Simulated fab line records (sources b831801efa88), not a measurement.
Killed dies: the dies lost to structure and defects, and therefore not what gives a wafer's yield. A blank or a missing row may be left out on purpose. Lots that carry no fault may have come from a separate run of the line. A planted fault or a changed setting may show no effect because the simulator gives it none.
Commonality check across tools / flow sky130 / 11 lots and 39 wafers in the sample

== REASON IT WAS OPENED ==
SKY_SD_N_RS_MEAS_16, reading SD_N_RS: flagged on 2 of 11 lots. No-fault wafers: 68.53 ohm/sq, standard deviation 0.12.
Rule: a lot is flagged when every wafer of it that has a number lies more than 4 standard deviations from that mean, or none has a number. The rest of the lots are taken to be sound.

lot=L647; measured=day 29 01:01; on=film metro-01; SD_N_RS (ohm/sq), wafer by wafer=68.34 68.39 68.48; flag=
lot=L651; measured=day 30 18:10; on=film metro-02; SD_N_RS (ohm/sq), wafer by wafer=68.51 68.47 68.71; flag=
lot=L650; measured=day 30 23:51; on=film metro-02; SD_N_RS (ohm/sq), wafer by wafer=68.63 68.38 68.79; flag=
lot=L652; measured=day 31 03:25; on=film metro-01; SD_N_RS (ohm/sq), wafer by wafer=68.56 68.62 68.54; flag=
lot=L653; measured=day 31 13:40; on=film metro-01; SD_N_RS (ohm/sq), wafer by wafer=65.28 65.12 65.21 65.28 65.34 65.27; flag=FLAGGED
lot=L654; measured=day 31 21:25; on=film metro-04; SD_N_RS (ohm/sq), wafer by wafer=68.75 68.68 68.70; flag=
lot=L655; measured=day 32 05:35; on=film metro-04; SD_N_RS (ohm/sq), wafer by wafer=65.04 64.97 65.18 64.94 65.16 65.05; flag=FLAGGED
lot=L662; measured=day 34 13:26; on=film metro-01; SD_N_RS (ohm/sq), wafer by wafer=68.49 68.55 68.48; flag=
lot=L663; measured=day 34 19:34; on=film metro-01; SD_N_RS (ohm/sq), wafer by wafer=68.37 68.40 68.45; flag=
lot=L664; measured=day 35 02:34; on=film metro-02; SD_N_RS (ohm/sq), wafer by wafer=68.55 68.67 68.52; flag=
lot=L666; measured=day 35 06:30; on=film metro-01; SD_N_RS (ohm/sq), wafer by wafer=68.42 68.45 68.53; flag=
Average over the flagged lots: 65.15 ohm/sq; offset from the usual -3.38 ohm/sq, equal to -28 standard deviations.

== EACH LOT AND THE TOOL IT RAN ON ==
The record holds 2 process steps before the reading, out of a route of 708 steps. Every cell lists first the tool, next ch and the chambers used by the sampled wafers, and last the start.
lot=L647; flag=; SKY_POLY_CUT_STRIP_12=plasma asher-03 ch 0,1, day 25 10:15; SKY_SD_N_RTA_14=rtp anneal-02 ch 0, day 29 00:49
lot=L651; flag=; SKY_POLY_CUT_STRIP_12=plasma asher-02 ch 0,1, day 27 05:37; SKY_SD_N_RTA_14=rtp anneal-02 ch 0, day 30 17:59
lot=L650; flag=; SKY_POLY_CUT_STRIP_12=plasma asher-04 ch 0,1, day 27 10:17; SKY_SD_N_RTA_14=rtp anneal-02 ch 0, day 30 23:40
lot=L652; flag=; SKY_POLY_CUT_STRIP_12=plasma asher-03 ch 1, day 27 13:32; SKY_SD_N_RTA_14=rtp anneal-01 ch 0, day 31 03:11
lot=L653; flag=FLAGGED; SKY_POLY_CUT_STRIP_12=plasma asher-02 ch 1, day 28 00:13; SKY_SD_N_RTA_14=rtp anneal-02 ch 0, day 31 13:29
lot=L654; flag=; SKY_POLY_CUT_STRIP_12=plasma asher-03 ch 0,1, day 28 09:59; SKY_SD_N_RTA_14=rtp anneal-01 ch 0, day 31 21:14
lot=L655; flag=FLAGGED; SKY_POLY_CUT_STRIP_12=plasma asher-03 ch 0,1, day 28 17:19; SKY_SD_N_RTA_14=rtp anneal-02 ch 0, day 32 05:24
lot=L662; flag=; SKY_POLY_CUT_STRIP_12=plasma asher-04 ch 0,1, day 31 04:19; SKY_SD_N_RTA_14=rtp anneal-01 ch 0, day 34 13:15
lot=L663; flag=; SKY_POLY_CUT_STRIP_12=plasma asher-04 ch 0,1, day 31 09:50; SKY_SD_N_RTA_14=rtp anneal-01 ch 0, day 34 19:23
lot=L664; flag=; SKY_POLY_CUT_STRIP_12=plasma asher-04 ch 0,1, day 31 17:28; SKY_SD_N_RTA_14=rtp anneal-02 ch 0, day 35 02:24
lot=L666; flag=; SKY_POLY_CUT_STRIP_12=plasma asher-04 ch 0, day 31 21:07; SKY_SD_N_RTA_14=rtp anneal-02 ch 0, day 35 06:20
What the steps here do:
- SKY_POLY_CUT_STRIP_12: strips in O2/N2.
- SKY_SD_N_RTA_14: time 2 s.
- SKY_SD_N_RS_MEAS_16: measures by four-point-probe.

== FLAGGED OVER TOTAL, TOOL BY TOOL (the gauges that took the reading come last) ==
step=SKY_POLY_CUT_STRIP_12; tool=plasma asher-02; lots run=2; flagged=1; share of the flagged lots=some; sound lots run after its first flagged lot=0
step=SKY_POLY_CUT_STRIP_12; tool=plasma asher-03; lots run=4; flagged=1; share of the flagged lots=some; sound lots run after its first flagged lot=0
step=SKY_POLY_CUT_STRIP_12; tool=plasma asher-04; lots run=5; flagged=0; share of the flagged lots=none; sound lots run after its first flagged lot=-
step=SKY_SD_N_RTA_14; tool=rtp anneal-01; lots run=4; flagged=0; share of the flagged lots=none; sound lots run after its first flagged lot=-
step=SKY_SD_N_RTA_14; tool=rtp anneal-02; lots run=7; flagged=2; share of the flagged lots=all; sound lots run after its first flagged lot=2 (L664,L666)
step=SKY_SD_N_RS_MEAS_16; tool=film metro-01; lots run=6; flagged=1; share of the flagged lots=some; sound lots run after its first flagged lot=3 (L662,L663,L666)
step=SKY_SD_N_RS_MEAS_16; tool=film metro-02; lots run=3; flagged=0; share of the flagged lots=none; sound lots run after its first flagged lot=-
step=SKY_SD_N_RS_MEAS_16; tool=film metro-04; lots run=2; flagged=1; share of the flagged lots=some; sound lots run after its first flagged lot=0

== THE TABLE: WHAT IT ALLOWS ==
1 row of the table ran every flagged lot: rtp anneal-02 at SKY_SD_N_RTA_14.
- rtp anneal-02 at SKY_SD_N_RTA_14 ran 7 lots, 2 of them flagged. Lots that were sound ran on it after the first flagged one (L664, L666); a persistent fault on the entire tool would not allow that. Its own readings lie more than 4 standard deviations out on every wafer of the flagged lots: lamp power pct, wafer_temp_C_max.
None of the table's rows ran every flagged lot and, after the first, no sound lot.

== WHAT HAD BEEN PUT IN BY THE SIMULATOR ==
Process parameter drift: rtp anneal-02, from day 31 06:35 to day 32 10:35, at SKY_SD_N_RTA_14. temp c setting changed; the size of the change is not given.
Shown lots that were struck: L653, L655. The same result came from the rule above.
